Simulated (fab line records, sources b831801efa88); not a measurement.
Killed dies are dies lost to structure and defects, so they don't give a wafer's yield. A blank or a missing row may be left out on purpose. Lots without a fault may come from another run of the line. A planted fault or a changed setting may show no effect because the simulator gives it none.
Which tool did it? | flow gf180mcu | 14 lots, 42 wafers sampled, at 4 steps of a route of 602

WHAT THE GAUGES READ, wafer by wafer
GF_VT_IMPLANT_OVL_MEAS_07.
lot  | measured     | on         | VT_IMPLANT_OVL (nm)
L873 | day 5 14:37  | overlay-01 | -1.7 -0.3 -0.4
L874 | day 5 21:32  | overlay-01 | -1.9 -0.9 0.6
L875 | day 6 01:44  | overlay-02 | 0.3 1.1 0.7
L876 | day 6 10:07  | overlay-02 | 1.2 1.9 1.9
L877 | day 6 16:21  | overlay-01 | -2.1 1.4 -0.7
L878 | day 6 21:59  | overlay-02 | -0.4 -1.4 -0.5
L879 | day 7 06:16  | overlay-02 | 0.1 2.3 2.0
L880 | day 7 09:41  | overlay-01 | 0.3 1.0 1.5
L881 | day 7 17:12  | overlay-02 | -1.0 0.4 -0.7
L882 | day 7 21:51  | overlay-01 | -0.7 -1.4 0.8
L883 | day 8 03:45  | overlay-02 | 1.5 -0.3 4.5
L884 | day 8 12:43  | overlay-01 | -1.2 0.0 0.3
L892 | day 10 13:40 | overlay-01 | -0.9 -1.1 0.5
L894 | day 11 04:05 | overlay-02 | 1.1 1.8 0.4

GF_VT_IMPLANT_TW_MEAS_10.
lot  | measured     | on            | VT_IMPLANT_TW
L873 | day 5 14:54  | film_metro-03 | 569 570 567
L874 | day 5 21:49  | film_metro-03 | 568 568 566
L875 | day 6 02:02  | film_metro-03 | 569 568 567
L876 | day 6 10:25  | film_metro-02 | 574 577 569
L877 | day 6 16:39  | film_metro-01 | 560 560 560
L878 | day 6 22:17  | film_metro-02 | 578 574 573
L879 | day 7 06:34  | film_metro-02 | 568 570 568
L880 | day 7 09:59  | film_metro-03 | 572 569 572
L881 | day 7 17:30  | film_metro-02 | 572 571 572
L882 | day 7 22:08  | film_metro-02 | 573 571 570
L883 | day 8 04:02  | film_metro-01 | 563 566 562
L884 | day 8 13:00  | film_metro-02 | 578 575 572
L892 | day 10 13:58 | film_metro-01 | 558 557 554
L894 | day 11 04:23 | film_metro-02 | 571 573 572

GF_DUAL_GATE_THK_MEAS_03.
lot  | measured     | on            | DUAL_GATE_OXIDATION_00_THK (nm)
L873 | day 7 15:29  | film_metro-04 | 10.64 10.69 10.81
L874 | day 7 23:27  | film_metro-03 | 10.91 10.90 10.73
L875 | day 8 03:47  | film_metro-04 | 10.72 10.57 10.57
L876 | day 8 11:50  | film_metro-03 | 10.83 10.72 10.70
L877 | day 8 18:34  | film_metro-03 | 10.30 10.42 10.50
L878 | day 9 00:59  | film_metro-01 | 10.77 10.73 10.76
L879 | day 9 10:08  | film_metro-03 | 10.64 10.43 10.50
L880 | day 9 15:34  | film_metro-03 | 10.78 10.78 10.67
L881 | day 9 23:02  | film_metro-01 | 10.75 10.94 10.96
L882 | day 10 03:05 | film_metro-01 | 10.93 10.99 10.97
L883 | day 10 10:36 | film_metro-03 | 11.05 10.83 10.75
L884 | day 10 19:35 | film_metro-03 | 11.18 11.07 11.06
L892 | day 13 01:36 | film_metro-01 | 12.24 12.28 12.13
L894 | day 13 17:38 | film_metro-01 | 11.88 11.97 11.85

WHICH TOOL RAN EACH LOT (tool, then ch and the chambers of the sampled wafers, then the start)
lot  | GF_VT_IMPLANT_STRIP_20
L873 | plasma_asher-02 ch 0,1, day 6 05:38
L874 | plasma_asher-03 ch 0,1, day 6 12:37
L875 | plasma_asher-03 ch 0,1, day 6 17:13
L876 | plasma_asher-02 ch 0,1, day 7 01:04
L877 | plasma_asher-03 ch 0,1, day 7 07:37
L878 | plasma_asher-01 ch 1, day 7 13:02
L879 | plasma_asher-03 ch 0,1, day 7 22:10
L880 | plasma_asher-02 ch 0,1, day 8 01:50
L881 | plasma_asher-02 ch 0,1, day 8 09:25
L882 | plasma_asher-02 ch 0, day 8 14:31
L883 | plasma_asher-03 ch 0,1, day 8 20:52
L884 | plasma_asher-02 ch 0,1, day 9 05:49
L892 | plasma_asher-02 ch 0,1, day 11 07:37
L894 | plasma_asher-03 ch 0,1, day 11 23:19
- GF_VT_IMPLANT_STRIP_20: strips in O2/N2.

WHAT THE TOOLS THEMSELVES READ (means of the sampled wafers that have a number; where no wafer has one, the mark that the record gives instead)
GF_VT_IMPLANT_STRIP_20.
lot  | tool            | drypump_motor_current_A (A) | heater_power_w (W) | n2_flow_sccm (sccm) | oes_product_au (a.u.) | strip_time_to_endpoint_s (s)
L873 | plasma_asher-02 | 6.07                        | 300                | 299.5               | 0.716                 | 12.619
L874 | plasma_asher-03 | 5.77                        | 332                | 299.4               | 0.716                 | 12.570
L875 | plasma_asher-03 | 5.81                        | 340                | 298.9               | 0.715                 | 12.607
L876 | plasma_asher-02 | 6.08                        | 302                | 300.7               | 0.713                 | 12.618
L877 | plasma_asher-03 | 5.82                        | 335                | 299.1               | 0.719                 | 12.623
L878 | plasma_asher-01 | 5.48                        | 360                | 299.4               | 0.713                 | 12.584
L879 | plasma_asher-03 | 5.82                        | 336                | 300.4               | 0.720                 | 12.565
L880 | plasma_asher-02 | 6.07                        | 303                | 299.5               | 0.718                 | 12.603
L881 | plasma_asher-02 | 6.04                        | 298                | 299.5               | 0.719                 | 12.616
L882 | plasma_asher-02 | 6.15                        | 327                | 300.4               | 0.714                 | 12.606
L883 | plasma_asher-03 | 5.75                        | 332                | 300.7               | 0.722                 | 12.641
L884 | plasma_asher-02 | 5.94                        | 278                | 299.9               | 0.719                 | 12.589
L892 | plasma_asher-02 | 6.05                        | 304                | 299.4               | 0.717                 | 12.663
L894 | plasma_asher-03 | 5.83                        | 336                | 300.0               | 0.713                 | 12.609

THE ANSWER, worked out from the rows above alone
Rule: what is usual is taken from the lots themselves. Put in order of their means at a reading, lots are off if they are a third of the lots or fewer, leave a main group of 4 or more, and stand apart from it by a gap of 3 or more times the standard deviation of the main group's means; of several such gaps the widest counts. A main group whose means are all the same, to the digits that the tables above print for the reading, isn't used. A lot without any number at a reading at which 4 lots or more have one is off too. The other lots that the step has rows for count as sound. The gauges are gone through in route order, then the tools' own readings, and for those a lot's mean is taken as printed above. The first step at which some lot is off is used, and at that step the reading that is off furthest; a lot without a number counts as furthest.
Off: L892, L894, at GF_DUAL_GATE_THK_MEAS_03 (DUAL_GATE_OXIDATION_00_THK). The main group: mean 10.77 nm, standard deviation 0.18.
A tool fits if, at a process step before that reading, it ran every lot that is off, and no sound lot after the first of them. The gauges at GF_DUAL_GATE_THK_MEAS_03 are tried like those tools. One fits: film_metro-01 at GF_DUAL_GATE_THK_MEAS_03. Its last sound lot is L882 (day 10 03:05), its first lot that is off L892 (day 13 01:36): a fault that began between those two fits.

WHAT THE SIMULATOR HAD PUT IN
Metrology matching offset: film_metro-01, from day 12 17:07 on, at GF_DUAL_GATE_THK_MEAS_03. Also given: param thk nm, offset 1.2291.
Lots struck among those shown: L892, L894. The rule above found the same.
